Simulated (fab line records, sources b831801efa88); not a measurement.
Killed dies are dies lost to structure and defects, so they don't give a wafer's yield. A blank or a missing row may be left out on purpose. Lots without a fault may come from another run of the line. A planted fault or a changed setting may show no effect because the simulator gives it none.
Which tool did it? | flow gf180mcu | 15 lots, 45 wafers sampled, at 4 steps of a route of 602

WHAT THE GAUGES READ, wafer by wafer
GF_STI_CD_MEAS_12: target cd 220 nm.
lot  | measured    | on        | cd_nm (nm)
L958 | day 2 01:54 | cd_sem-02 | 220.7 220.3 220.1
L959 | day 2 07:20 | cd_sem-01 | 219.5 220.3 219.6
L960 | day 2 11:29 | cd_sem-01 | 220.9 220.3 220.7
L961 | day 2 17:41 | cd_sem-02 | 220.9 221.4 220.7
L962 | day 2 21:40 | cd_sem-02 | 218.8 219.4 218.4
L963 | day 3 04:02 | cd_sem-01 | 221.1 220.8 220.7
L964 | day 3 08:20 | cd_sem-01 | 218.4 220.0 219.9
L965 | day 3 12:53 | cd_sem-01 | 221.8 219.8 221.8
L966 | day 3 19:16 | cd_sem-01 | 221.7 221.0 221.0
L967 | day 3 23:28 | cd_sem-01 | 218.9 218.5 218.8
L968 | day 4 05:26 | cd_sem-01 | 218.6 218.0 218.1
L971 | day 4 20:07 | cd_sem-01 | 218.9 218.3 218.0
L975 | day 5 18:10 | cd_sem-01 | 221.0 222.1 220.0
L978 | day 6 08:17 | cd_sem-01 | 220.1 220.1 219.7
L980 | day 6 18:52 | cd_sem-01 | 219.5 219.4 220.2

GF_DNWELL_TW_MEAS_09.
lot  | measured    | on            | DNWELL_TW
L958 | day 2 19:07 | film_metro-02 | 1339 1331 1332
L959 | day 3 00:31 | film_metro-02 | 1328 1324 1328
L960 | day 3 04:48 | film_metro-03 | 1337 1346 1343
L961 | day 3 10:51 | film_metro-04 | 1356 1363 1363
L962 | day 3 18:29 | film_metro-03 | 1337 1348 1348
L963 | day 3 22:26 | film_metro-03 | 1350 1343 1341
L964 | day 4 02:43 | film_metro-03 | 1342 1335 1339
L965 | day 4 07:03 | film_metro-03 | 1332 1333 1333
L971 | day 5 21:58 | film_metro-03 | 1339 1331 1327
L975 | day 6 21:32 | film_metro-02 | 1327 1329 1318
L978 | day 7 04:28 | film_metro-04 | 1349 1345 1349
L980 | day 7 16:48 | film_metro-04 | 1344 1355 1353

GF_LVPWELL_OVL_MEAS_07.
lot  | measured    | on         | LVPWELL_OVL (nm)
L958 | day 3 20:55 | overlay-02 | 1.0 -0.3 -1.0
L959 | day 4 02:49 | overlay-02 | -1.0 -0.5 -0.3
L960 | day 4 06:49 | overlay-01 | 0.4 -0.6 -1.2
L961 | day 4 13:55 | overlay-01 | -1.4 -0.7 -1.8
L962 | day 4 21:27 | overlay-01 | 0.7 0.2 1.8
L963 | day 5 02:50 | overlay-02 | 1.2 1.4 -0.4
L964 | day 5 06:20 | overlay-01 | 1.6 2.3 0.0
L965 | day 5 10:57 | overlay-02 | 0.7 0.2 -0.5
L971 | day 7 03:34 | overlay-02 | 1.8 1.9 0.2
L975 | day 8 04:19 | overlay-02 | -2.5 -1.7 -0.8
L978 | day 8 11:58 | overlay-01 | -0.2 -1.3 0.8
L980 | day 9 02:06 | overlay-01 | -1.5 -1.2 -0.8

WHICH TOOL RAN EACH LOT (tool, then ch and the chambers of the sampled wafers, then the start)
lot  | GF_STI_OXIDATION_01
L958 | furnace-01 ch 0, day 1 10:11
L959 | furnace-02 ch 0, day 1 15:34
L960 | furnace-01 ch 0, day 1 20:07
L961 | furnace-01 ch 0, day 2 01:46
L962 | furnace-02 ch 0, day 2 06:17
L963 | furnace-02 ch 0, day 2 12:00
L964 | furnace-01 ch 0, day 2 16:13
L965 | furnace-01 ch 0, day 2 21:08
L966 | furnace-01, day 3 02:40
L967 | furnace-01, day 3 07:07
L968 | furnace-02, day 3 12:45
L971 | furnace-02 ch 0, day 4 03:31
L975 | furnace-02 ch 0, day 5 01:22
L978 | furnace-02 ch 0, day 5 14:56
L980 | furnace-02 ch 0, day 6 00:33
- GF_STI_OXIDATION_01: stabilise 600 s, purge 300 s, target thk 10 nm.

WHAT THE TOOLS THEMSELVES READ (means of the sampled wafers that have a number; where no wafer has one, the mark that the record gives instead)
GF_STI_OXIDATION_01.
lot  | tool       | ox_temp_c (C) | ox_temp_c_max
L958 | furnace-01 | 899.7         | 906.4
L959 | furnace-02 | 900.3         | 907.5
L960 | furnace-01 | 899.7         | 905.4
L961 | furnace-01 | 900.0         | 905.8
L962 | furnace-02 | 900.2         | 908.1
L963 | furnace-02 | 899.7         | 906.8
L964 | furnace-01 | 899.5         | 906.5
L965 | furnace-01 | 900.4         | 906.5
L966 | furnace-01 | -             | -
L967 | furnace-01 | -             | -
L968 | furnace-02 | -             | -
L971 | furnace-02 | 899.9         | 907.9
L975 | furnace-02 | 900.3         | 907.5
L978 | furnace-02 | 900.0         | 908.2
L980 | furnace-02 | 900.0         | 907.7

THE ANSWER, worked out from the rows above alone
Rule: what is usual is taken from the lots themselves. Put in order of their means at a reading, lots are off if they are a third of the lots or fewer, leave a main group of 4 or more, and stand apart from it by a gap of 3 or more times the standard deviation of the main group's means; of several such gaps the widest counts. A main group whose means are all the same, to the digits that the tables above print for the reading, isn't used. A lot without any number at a reading at which 4 lots or more have one is off too. The other lots that the step has rows for count as sound. The gauges are gone through in route order, then the tools' own readings, and for those a lot's mean is taken as printed above. The first step at which some lot is off is used, and at that step the reading that is off furthest; a lot without a number counts as furthest.
Off: L966, L967, L968, at GF_STI_OXIDATION_01 (ox_temp_c). Without a number there: L966, L967, L968. The main group: mean 900.0 C, standard deviation 0.27.
A tool fits if, at that step or a process step before it, it ran every lot that is off, and no sound lot after the first of them. None of those tried fits.

WHAT THE SIMULATOR HAD PUT IN
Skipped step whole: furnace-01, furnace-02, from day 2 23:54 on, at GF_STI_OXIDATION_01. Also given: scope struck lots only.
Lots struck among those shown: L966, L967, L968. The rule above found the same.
